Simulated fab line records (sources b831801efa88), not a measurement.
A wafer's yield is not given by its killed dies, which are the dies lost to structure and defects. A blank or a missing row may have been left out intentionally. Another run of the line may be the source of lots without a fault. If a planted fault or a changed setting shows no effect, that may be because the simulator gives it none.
The tool behind it: which one?	flow sky130	Sampling: 7 lots, 21 wafers, 3 of 708 route steps

## WHAT EACH GAUGE READ, for each wafer
SKY_SONOS_ONO_THK_MEAS_03.
lot	measured	on	SONOS_ONO_CVD_02_THK (nm)
L142	day 12 03:37	film_metro-03	10.23 10.25 10.38
L145	day 12 18:27	film_metro-01	10.22 10.31 10.25
L148	day 13 19:39	film_metro-03	10.39 10.32 10.25
L150	day 14 09:37	film_metro-03	10.42 10.35 10.30
L158	day 17 01:32	film_metro-03	10.44 10.39 10.41
L161	day 17 22:31	film_metro-04	10.48 10.27 10.53
L163	day 18 18:45	film_metro-01	10.27 10.29 10.35

## WHICH TOOL RAN EACH LOT (tool, then ch and the chambers of the sampled wafers, then the start)
lot	SKY_VT_ADJUST_LVTN_STRIP_20	SKY_SONOS_ONO_OXIDATION_00
L142	plasma_asher-03 ch 0,1, day 8 05:35	furnace-02 ch 0, day 11 23:30
L145	plasma_asher-02 ch 0,1, day 8 20:26	furnace-02 ch 0, day 12 14:49
L148	plasma_asher-02 ch 0,1, day 9 17:14	furnace-02, day 13 14:46
L150	plasma_asher-01 ch 0,1, day 10 06:59	furnace-01 ch 0, day 14 06:01
L158	plasma_asher-01 ch 0,1, day 12 11:44	furnace-02 ch 0, day 16 22:17
L161	plasma_asher-03 ch 0,1, day 13 06:34	furnace-01 ch 0, day 17 19:41
L163	plasma_asher-01 ch 0,1, day 13 22:31	furnace-02 ch 0, day 18 16:17
- SKY_VT_ADJUST_LVTN_STRIP_20: strips in O2/N2.
- SKY_SONOS_ONO_OXIDATION_00: stabilise 600 s, purge 300 s, target thk 2.6 nm.

## THE ANSWER, worked out from the rows above alone
Rule: usual is defined by the lots themselves. The widest of any qualifying gaps counts: lots, ordered by their means at a reading, are off when they make up no more than a third of the lots, leave a main group of 4 or more, and stand apart from it by 3 or more times the standard deviation of that group's means. The tables above print the reading to a certain number of digits; a main group whose means all agree to those digits is not used. A lot without any number at a reading at which 4 lots or more have one is off too. All remaining lots with rows at the step are treated as sound.
No lot is off on any of the readings shown, so nothing can be concluded from this.

## WHAT THE SIMULATOR HAD PUT IN
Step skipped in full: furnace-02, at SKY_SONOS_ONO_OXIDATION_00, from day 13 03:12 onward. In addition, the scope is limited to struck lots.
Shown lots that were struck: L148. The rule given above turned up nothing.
